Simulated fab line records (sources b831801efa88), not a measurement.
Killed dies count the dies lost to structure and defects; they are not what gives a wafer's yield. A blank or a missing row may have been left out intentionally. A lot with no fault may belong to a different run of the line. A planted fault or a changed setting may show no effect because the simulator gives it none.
Problem report in the 8D (eight disciplines) form, filled by code -- flow sky130 -- the parts of the form that need people (team, actions taken, sign-off) are left out

== 1. WHAT IS WRONG ==
At SKY_VIA3_ETCH_14, oes product au averages 0.912 a.u. over 4 wafers from 3 lots, while fault-free wafers read 0.854 a.u., standard deviation 0.0046. That is +13 standard deviations from the usual mean.
The step: etches BARC in N2/H2, stops on SiO2, time 45.9 s, target depth 60 nm.
The first sign was on wafer L355.1 at day 42 04:23, on rie diel-01. Wafers with a number at this step in the record: 42, from 15 lots. The rule behind "out" and "out of limits": a value lying over 4 standard deviations away from the usual mean. The rest of the wafers with a number are treated as sound.

== 2. WHAT IT IS AND WHAT IT IS NOT ==
question,is,is not
which readings at this step,"oes product au, run length s","drypump motor current A, throttle valve pct"
which lots,"L355, L356, L359","L346, L347, L348, L349, L350, L360, L363, L364, L365, L367, L368, L369"
which wafers of those lots,"L355.1, L356.5, L359.1, L359.5","L355.4, L356.3"
read on which tools,rie diel-01,"rie diel-03, rie diel-04"
when,from day 42 04:23,"up to then (16 sound wafers); but 22 sound wafers of L356, L360, L363, L364, L365, L367, L368, L369 came after"

== 3. THE SUSPECTS, EACH WITH WHAT RULES IT OUT ==
Counting: any tool at a process step up to the reading remains a suspect provided it ran every lot that is out. Sound lots after the first of them don't rule it out here, since some wafers of a struck lot are sound.
- rie diel-01 at SKY_VIA3_ETCH_14 (etches BARC in N2/H2, stops on SiO2, time 45.9 s, target depth 60 nm): kept. Every lot that is out went through it, the first being L355 (day 42 04:23); the last sound lot it ran before that was L350 (day 40 18:48). On those wafers its own readings are out: oes product au, run length s.
- Within rie diel-01 at SKY_VIA3_ETCH_14: the wafers that are out ran in chambers 1, 3; their sound lot-mates ran in chamber 2.
Left after counting: rie diel-01 at SKY_VIA3_ETCH_14.

== 4. THE CAUSE (what the simulator had put in) ==
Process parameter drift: rie diel-01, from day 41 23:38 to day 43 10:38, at SKY_VIA3_ETCH_14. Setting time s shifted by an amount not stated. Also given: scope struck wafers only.
Only this tool survived the counting.

== 5. THE EFFECT CHAIN, in route order ==
One row per reading whose mean, taken over the struck wafers that have a number, lies over 3 standard deviations from the usual. Scope: only readings with a usual standard deviation given in the record; hours: median across lots of the time from each lot's start at the first step in this table that gives one to its start at this step; sigmas: change in usual standard deviations.
hours,step,reading,usual,on struck wafers,change,sigmas
0,SKY_VIA3_ETCH_14,oes product au,0.854 a.u.,0.912,+0.058,+13
0,SKY_VIA3_ETCH_14,run length s,74.0 s,70.9,-3.1,-6.0
Process steps it contains:
- SKY_VIA3_ETCH_14: etches BARC in N2/H2, stops on SiO2, time 45.9 s, target depth 60 nm.

== 6. HOW IT WOULD HAVE BEEN CAUGHT EARLIER ==
5 hours passed between the start of the fault at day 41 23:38 and the first reading out of limits in this record, taken at day 42 04:23.
